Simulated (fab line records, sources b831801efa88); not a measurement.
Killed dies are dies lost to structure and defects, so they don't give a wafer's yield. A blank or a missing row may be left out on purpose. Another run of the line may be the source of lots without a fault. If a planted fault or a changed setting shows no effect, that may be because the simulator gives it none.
Which tool did it? :: flow sfq-line :: 15 lots (43 wafers sampled), 1 step of a 325-step route

== WHAT THE GAUGES SHOWED, per wafer ==
The record holds no reading of a measuring or inspecting step that can be judged against a usual standard deviation.

== TOOL THAT RAN EACH LOT (tool first, then ch and the chambers of the sampled wafers, then the start) ==
lot: L178
SFQ_TRILAYER_M0_BARC_OPEN_METAL_ETCH_031: rie-metal-03 ch 0,1, day 8 16:34

lot: L179
SFQ_TRILAYER_M0_BARC_OPEN_METAL_ETCH_031: rie-metal-03 ch 0,1, day 8 18:59

lot: L180
SFQ_TRILAYER_M0_BARC_OPEN_METAL_ETCH_031: rie-metal-04 ch 0, day 11 21:54

lot: L181
SFQ_TRILAYER_M0_BARC_OPEN_METAL_ETCH_031: rie-metal-01 ch 0,1, day 12 13:28

lot: L183
SFQ_TRILAYER_M0_BARC_OPEN_METAL_ETCH_031: rie-metal-01 ch 0,1, day 13 06:17

lot: L184
SFQ_TRILAYER_M0_BARC_OPEN_METAL_ETCH_031: rie-metal-03 ch 0,1, day 13 07:29

lot: L185
SFQ_TRILAYER_M0_BARC_OPEN_METAL_ETCH_031: rie-metal-04 ch 0,1, day 13 08:40

lot: L187
SFQ_TRILAYER_M0_BARC_OPEN_METAL_ETCH_031: rie-metal-04 ch 0,1, day 13 11:04

lot: L188
SFQ_TRILAYER_M0_BARC_OPEN_METAL_ETCH_031: rie-metal-03 ch 0, day 13 12:16

lot: L190
SFQ_TRILAYER_M0_BARC_OPEN_METAL_ETCH_031: rie-metal-04 ch 0,1, day 13 15:52

lot: L192
SFQ_TRILAYER_M0_BARC_OPEN_METAL_ETCH_031: rie-metal-03 ch 0, day 13 18:20

lot: L194
SFQ_TRILAYER_M0_BARC_OPEN_METAL_ETCH_031: rie-metal-03 ch 0,1, day 13 20:40

lot: L196
SFQ_TRILAYER_M0_BARC_OPEN_METAL_ETCH_031: rie-metal-01 ch 1, day 13 23:16

lot: L199
SFQ_TRILAYER_M0_BARC_OPEN_METAL_ETCH_031: rie-metal-01 ch 0,1, day 14 06:01

lot: L201
SFQ_TRILAYER_M0_BARC_OPEN_METAL_ETCH_031: rie-metal-01 ch 0,1, day 14 20:25
- SFQ_TRILAYER_M0_BARC_OPEN_METAL_ETCH_031: etches BARC in O2, target depth 125 nm, time 41.7 s.

== WHAT THE TOOLS THEMSELVES READ (means of the sampled wafers that have a number; where no wafer has one, the mark that the record gives instead) ==
SFQ_TRILAYER_M0_BARC_OPEN_METAL_ETCH_031.
lot: L178
tool: rie-metal-03
drypump-motor-current-A (A): 5.8
oes-product-au (a.u.): 0.681
run-length-s (s): 69.9

lot: L179
tool: rie-metal-03
drypump-motor-current-A (A): 5.8
oes-product-au (a.u.): 0.687
run-length-s (s): 70.0

lot: L180
tool: rie-metal-04
drypump-motor-current-A (A): 6.3
oes-product-au (a.u.): 0.686
run-length-s (s): 70.5

lot: L181
tool: rie-metal-01
drypump-motor-current-A (A): 5.8
oes-product-au (a.u.): 0.688
run-length-s (s): 69.9

lot: L183
tool: rie-metal-01
drypump-motor-current-A (A): 5.7
oes-product-au (a.u.): 0.686
run-length-s (s): 70.0

lot: L184
tool: rie-metal-03
drypump-motor-current-A (A): 6.1
oes-product-au (a.u.): 0.690
run-length-s (s): 69.9

lot: L185
tool: rie-metal-04
drypump-motor-current-A (A): 5.9
oes-product-au (a.u.): 0.676
run-length-s (s): 70.3

lot: L187
tool: rie-metal-04
drypump-motor-current-A (A): 6.1
oes-product-au (a.u.): 0.688
run-length-s (s): 70.3

lot: L188
tool: rie-metal-03
drypump-motor-current-A (A): 5.5
oes-product-au (a.u.): 0.685
run-length-s (s): 70.1

lot: L190
tool: rie-metal-04
drypump-motor-current-A (A): 5.9
oes-product-au (a.u.): 0.683
run-length-s (s): 70.1

lot: L192
tool: rie-metal-03
drypump-motor-current-A (A): 5.5
oes-product-au (a.u.): 0.686
run-length-s (s): 70.1

lot: L194
tool: rie-metal-03
drypump-motor-current-A (A): 5.8
oes-product-au (a.u.): 0.689
run-length-s (s): 70.0

lot: L196
tool: rie-metal-01
drypump-motor-current-A (A): 5.7
oes-product-au (a.u.): 0.623
run-length-s (s): 83.5

lot: L199
tool: rie-metal-01
drypump-motor-current-A (A): 5.8
oes-product-au (a.u.): 0.565
run-length-s (s): 96.3

lot: L201
tool: rie-metal-01
drypump-motor-current-A (A): 5.8
oes-product-au (a.u.): 0.649
run-length-s (s): 78.8

== THE ANSWER, worked out from the rows above alone ==
Rule: usual is defined by the lots themselves. Put in order of their means at a reading, lots are off if they are a third of the lots or fewer, leave a main group of 4 or more, and stand apart from it by a gap of 3 or more times the standard deviation of the main group's means; of several such gaps the widest counts. A main group whose means are all the same, to the digits that the tables above print for the reading, isn't used. A lot without any number at a reading at which 4 lots or more have one is off too. The other lots that the step has rows for count as sound. First the gauges in route order, then the tools' own readings, where a lot's mean is used as printed above. The first step at which some lot is off is used, and at that step the reading that is off furthest; a lot without a number counts as furthest.
Off: L196, L199, L201, at SFQ_TRILAYER_M0_BARC_OPEN_METAL_ETCH_031 (run-length-s). Mean 70.1 s and standard deviation 0.18 in the main group.
A tool fits if, at that step or a process step before it, it ran every lot that is off, and no sound lot after the first of them. One fits: rie-metal-01 at SFQ_TRILAYER_M0_BARC_OPEN_METAL_ETCH_031. Its last sound lot is L183 (day 13 06:17), its first lot that is off L196 (day 13 23:16): a fault that began between those two fits.
The tool's own readings at SFQ_TRILAYER_M0_BARC_OPEN_METAL_ETCH_031 bear it out: on the lots that are off they differ by more than 5 times the standard deviation of the sound lots' means. oes-product-au reads 0.612 a.u. there against 0.685 a.u. on the sound lots; run-length-s reads 86.2 s there against 70.1 s on the sound lots.

== WHAT WAS PUT IN BY THE SIMULATOR ==
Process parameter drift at SFQ_TRILAYER_M0_BARC_OPEN_METAL_ETCH_031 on rie-metal-01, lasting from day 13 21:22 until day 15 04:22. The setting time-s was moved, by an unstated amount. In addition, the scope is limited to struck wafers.
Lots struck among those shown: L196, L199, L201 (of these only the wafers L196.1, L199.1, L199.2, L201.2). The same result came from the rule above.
